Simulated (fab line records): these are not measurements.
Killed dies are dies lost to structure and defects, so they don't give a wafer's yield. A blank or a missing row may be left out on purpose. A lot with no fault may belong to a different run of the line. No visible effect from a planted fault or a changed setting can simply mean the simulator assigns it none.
A lot that was struck, set against a sound lot -- flow sky130 -- 19 out of 708 route steps
Sound: wafers L296.1, L296.4, L296.6. Wafers struck: L301.3, L301.4, L301.6. The cause comes at the end.
Each step with rows lists, per side, the tool, then ch with its chambers, then its first start. Under that, the readings that differ: sound wafers -- struck wafers -- difference of the means -- sigmas: that difference in standard deviations of wafers without a fault.
alike: readings with means less than 2 such deviations apart, plus words and numbers identical on both sides. not compared: withheld readings, readings lacking a value on some wafer, bounds such as >300 that could conceal the same value, and numbers that have no deviation in the record and whose values overlap.
Wherever a step has rows on one side only, a row that says differs or no value, or a row with sigmas, the two part there. When numbers do not overlap yet have no deviation, they are printed without sigmas and do not part them. Lack of a reading on every wafer of one side parts them only where that side has two or more wafers.

first, 1 step without rows for these wafers: SKY_METAL4_SPUTTER_02 (material AlCu, target thk 735 nm, time 39.1 s).
SKY_METAL4_SPUTTER_03: material Ti, target thk 5 nm, time 3.3 s.
  struck on pvd sputter-03, day 42 15:56; sound on pvd sputter-02, day 41 09:05
  alike: throttle valve pct
SKY_METAL4_SPUTTER_04: material TiN, target thk 70 nm, time 58.3 s.
  struck on pvd sputter-03, day 42 15:57; sound on pvd sputter-02, day 41 09:06
  alike: throttle valve pct
SKY_CAP2M_CVD_00: deposits SiO2, target thk 15.5 nm.
  sound on pecvd-02 ch 0,1, day 41 09:09; struck on pecvd-04 ch 0,1,2, day 42 16:00
  alike: heater power w, rf fwd power W
SKY_CAP2M_THK_MEAS_01:
  struck on film metro-03, day 42 16:02; sound on film metro-01, day 41 09:10
  alike: CAP2M_CVD_00_THK
SKY_CAP2M_SPUTTER_02: material TiN, target thk 200 nm, time 166.7 s.
  struck on pvd sputter-02, day 42 16:05; sound on pvd sputter-03, day 41 09:14
  alike: throttle valve pct
SKY_CAP2M_RS_MEAS_03: measures by four-point-probe.
  struck on film metro-02, day 42 16:14; sound on film metro-02, day 41 09:20
  alike: CAP2M_TIN_RS
SKY_CAP2M_THK_MEAS_04: measures by xrf.
  struck on film metro-02, day 42 16:20; sound on film metro-02, day 41 09:28
  alike: CAP2M_TIN_THK
then, 4 steps without rows for these wafers: SKY_CAP2M_DEHYDRATE_05 (time 60 s); SKY_CAP2M_HMDS_06 (prime time 60 s); SKY_CAP2M_COAT_07 (resist thk 1140 nm); SKY_CAP2M_SOFTBAKE_08 (time 60 s).
SKY_CAP2M_EXPOSE_09: exposes mask CAP2M, target cd 1000 nm.
  sound on iline stepper-02 ch 0, day 41 21:10; struck on iline stepper-01 ch 0, day 43 03:11
reading,sound,struck,difference,sigmas
exposure dose mJ cm2,158.94 158.85 159.08,156.18 156.02 155.80,-2.96,-18
  alike: mask
then, 2 steps without rows for these wafers: SKY_CAP2M_PEB_10; SKY_CAP2M_DEVELOP_11 (develop time 60 s).
SKY_CAP2M_OVL_MEAS_12:
  struck on overlay-02, day 43 14:38; sound on overlay-02, day 42 09:04
  alike: CAP2M_OVL
SKY_CAP2M_METAL_ETCH_13: etches TiN in Cl2/BCl3, stops on SiO2, target depth 220 nm, time 62.9 s.
  sound on rie metal-03 ch 0,1, day 42 09:07; struck on rie metal-01 ch 0,1, day 43 14:41
reading,sound,struck,difference,sigmas
model.CAP2M.cd nm (nm),999.8 999.4 998.3,1006 1008 1006,+8,
  alike: drypump motor current A, oes product au, rf fwd power W, throttle valve pct
  not compared: rf hours counter h
SKY_CAP2M_STRIP_14: strips in O2/N2.
  sound on plasma asher-02 ch 0, day 42 09:11; struck on plasma asher-04 ch 0,1, day 43 14:46
  alike: drypump motor current A, o2 flow sccm, oes product au, strip time to endpoint s
  not compared: rf hours counter h
-- the record jumps here: 5 days lie between the struck wafers' starts before and after (it left off in module CAP2M and takes up again in module PAD_OPEN, whose first step shown is number 708 of the route) --
SKY_PAD_OPEN_PROBE_99:
  struck on prober-01, day 48 05:37; sound on prober-02, day 47 05:03
  alike: defect limited yield, killed_at_M0_to_M3, killed_at_M4_up, killed at contacts, killed at front end, killed at other, killed dies, killed on rim, killed open, killed short, sort_bin_3_pad_short, sort_bin_5_function, sort_bin_6_memory, sort n pass, sort yield pct

WHERE THEY PART
At SKY_CAP2M_EXPOSE_09 and nowhere else, as far as this record goes. Later steps at which nothing parts them and some readings are alike: SKY_CAP2M_OVL_MEAS_12, SKY_CAP2M_METAL_ETCH_13, SKY_CAP2M_STRIP_14, SKY_PAD_OPEN_PROBE_99.

WHY: what had been put in by the simulator
Drift in process parameters on iline stepper-01 at SKY_CAP2M_EXPOSE_09, starting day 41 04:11. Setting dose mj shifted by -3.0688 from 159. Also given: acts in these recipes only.
